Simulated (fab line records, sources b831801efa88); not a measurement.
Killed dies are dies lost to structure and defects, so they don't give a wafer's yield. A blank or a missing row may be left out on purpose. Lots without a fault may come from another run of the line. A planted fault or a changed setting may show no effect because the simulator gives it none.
A struck lot beside a sound one | flow sky130 | 30 steps out of a route of 708
Sound: wafers L593.1, L593.4, L593.5. Struck: wafer L611.5. (L611.2, L611.3 of the same lot were not struck and are left out.) The cause comes at the end.
At each step with rows: each side's tool, then ch and its chambers, then its first start. Under that, the readings that differ: sound wafers | struck wafers | difference of the means | sigmas: that difference in standard deviations of wafers without a fault.
alike: readings whose means differ by less than 2 such deviations, and words and numbers that are the same on both sides. not compared: withheld readings, readings that some wafer has no value for, bounds like >300 that may hide the same value, and numbers for which the record gives no deviation and whose values overlap.
The two part at a step that has a row with sigmas, a row that says differs or no value, or rows on one side only. Numbers that don't overlap but have no deviation are shown without sigmas and don't part them. A reading that every wafer of one side lacks parts them only if that side has two wafers or more.

first, 9 steps without rows for these wafers: SKY_SD_P_IMPLANT_09; SKY_SD_P_STRIP_10 (strips in O2/N2); SKY_RES_XHIGH_DEHYDRATE_00 (time 60 s); SKY_RES_XHIGH_HMDS_01 (prime time 60 s); SKY_RES_XHIGH_COAT_02 (resist thk 1140 nm); SKY_RES_XHIGH_SOFTBAKE_03 (time 60 s); SKY_RES_XHIGH_EXPOSE_04 (exposes mask URPM, target cd 1270 nm); SKY_RES_XHIGH_PEB_05; SKY_RES_XHIGH_DEVELOP_06 (develop time 60 s).
SKY_RES_XHIGH_IMPLANT_07:
  sound on implanter-03 ch 0, day 26 23:54; struck on implanter-04 ch 0, day 32 21:44
  alike: beam_energy_keV
then, 19 steps without rows for these wafers: SKY_RES_XHIGH_STRIP_08 (strips in O2/N2); SKY_SD_N_DEHYDRATE_00 (time 60 s); SKY_SD_N_HMDS_01 (prime time 60 s); SKY_SD_N_COAT_02 (resist thk 1140 nm); SKY_SD_N_SOFTBAKE_03 (time 60 s); SKY_SD_N_EXPOSE_04 (exposes mask NSDM, target cd 380 nm); SKY_SD_N_PEB_05; SKY_SD_N_DEVELOP_06 (develop time 60 s); SKY_SD_N_IMPLANT_09; SKY_SD_N_IMPLANT_10; SKY_SD_N_STRIP_11 (strips in O2/N2); SKY_SD_N_CLEAN_13 (cleans in SC1/SC2, time 150 s); SKY_SD_N_RTA_14 (time 2 s); SKY_SALICIDE_CLEAN_00 (cleans in HF-last, time 30 s); SKY_LI_CONTACT_HDPCVD_00 (deposits PSG, target thk 930 nm, time 155 s); SKY_LI_CONTACT_CMP_02 (polishes PSG); SKY_LI_CONTACT_DEHYDRATE_04 (time 60 s); SKY_LI_CONTACT_HMDS_05 (prime time 60 s); SKY_LI_CONTACT_COAT_06 (resist thk 60 nm).
-- the record jumps here: 17 days lie between the struck wafers' starts before and after (it left off in module LI_CONTACT and takes up again in module PAD_OPEN, whose first step shown is number 708 of the route) --
SKY_PAD_OPEN_PROBE_99:
  sound on prober-02, day 46 01:18; struck on prober-02, day 50 02:33
  reading                                  | sound             | struck | difference | sigmas
  model.etest.res_xhigh_po.rs_ohm_sq_range | 71.25 89.23 91.98 | 236.4  | +152.2     |
  alike: killed_at_M0_to_M3, killed_at_M4_up, killed_at_contacts, killed_at_front_end, killed_at_other, killed_dies, killed_open, killed_short

WHERE THEY PART
Nowhere in this record.

WHY: what the simulator had put in
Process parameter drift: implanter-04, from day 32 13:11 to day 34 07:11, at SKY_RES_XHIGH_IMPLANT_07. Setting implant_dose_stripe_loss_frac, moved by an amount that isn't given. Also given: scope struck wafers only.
